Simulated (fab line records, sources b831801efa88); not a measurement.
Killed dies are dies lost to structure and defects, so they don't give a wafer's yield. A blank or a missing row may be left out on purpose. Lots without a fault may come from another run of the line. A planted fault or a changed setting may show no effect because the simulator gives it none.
Chamber matching | flow sfq_line | SFQ_TRILAYER_I0_CMP_CMP_028 on cmp-02: 4 sister chambers
The step polishes SiO2. 14 wafers are shown with their chamber, then 7 later ones without.

WAFERS WITH THEIR CHAMBER
wafer  | chamber | motor_current_A (A) | time_to_endpoint_s (s)
L796.1 | 2       | 10.5                | 216
L796.2 | 1       | 8.9                 | 225
L796.4 | 0       | 9.2                 | 221
L799.4 | 1       | 8.7                 | 230
L799.5 | 2       | 10.2                | 212
L799.6 | 1       | 8.9                 | 229
L802.3 | 2       | 10.0                | 208
L802.1 | 0       | 9.1                 | 220
L802.5 | 2       | 10.7                | 214
L805.2 | 2       | 10.5                | 203
L805.4 | 3       | 9.9                 | 220
L807.5 | 3       | 9.6                 | 225
L814.2 | 3       | 9.8                 | 214
L814.3 | 0       | 9.6                 | 213

SIGNATURES (means of the wafers above)
reading            | chamber 0 | chamber 1 | chamber 2 | chamber 3 | scatter within a chamber
motor_current_A    | 9.300     | 8.833     | 10.380    | 9.767     | 0.228
time_to_endpoint_s | 218.00    | 228.00    | 210.60    | 219.67    | 4.69
Rule: a wafer's distance from a chamber is the root of the sum, over the readings, of the square of ((its reading less the chamber's mean) divided by the reading's scatter). The wafer belongs to the nearest chamber; if the next one is less than 2 further off, it can't be placed. The scatter: the root of (the sum of the squares of (reading less its chamber's mean) over the shown wafers, divided by (wafers less chambers)).

WAFERS WITHOUT THEIR CHAMBER
wafer  | motor_current_A (A) | time_to_endpoint_s (s)
L814.5 | 10.3                | 218
L816.2 | 9.7                 | 212
L816.3 | 9.9                 | 205
L816.6 | 10.2                | 218
L817.1 | 9.3                 | 217
L817.3 | 10.0                | 218
L817.5 | 9.0                 | 232

WHICH CHAMBER EACH WENT THROUGH
wafer  | from the rows above          | in truth
L814.5 | can't be placed: 2 or 3      | 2
L816.2 | can't be placed: 3 or 0 or 2 | 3
L816.3 | can't be placed: 2 or 3 or 0 | 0
L816.6 | can't be placed: 2 or 3      | 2
L817.1 | can't be placed: 0 or 3      | 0
L817.3 | can't be placed: 3 or 2 or 0 | 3
L817.5 | 1                            | 1
Placed correctly: 1 of 7. Can't be placed from these rows: 6 (the true chamber is among the candidates in 6). Placed wrongly: 0.
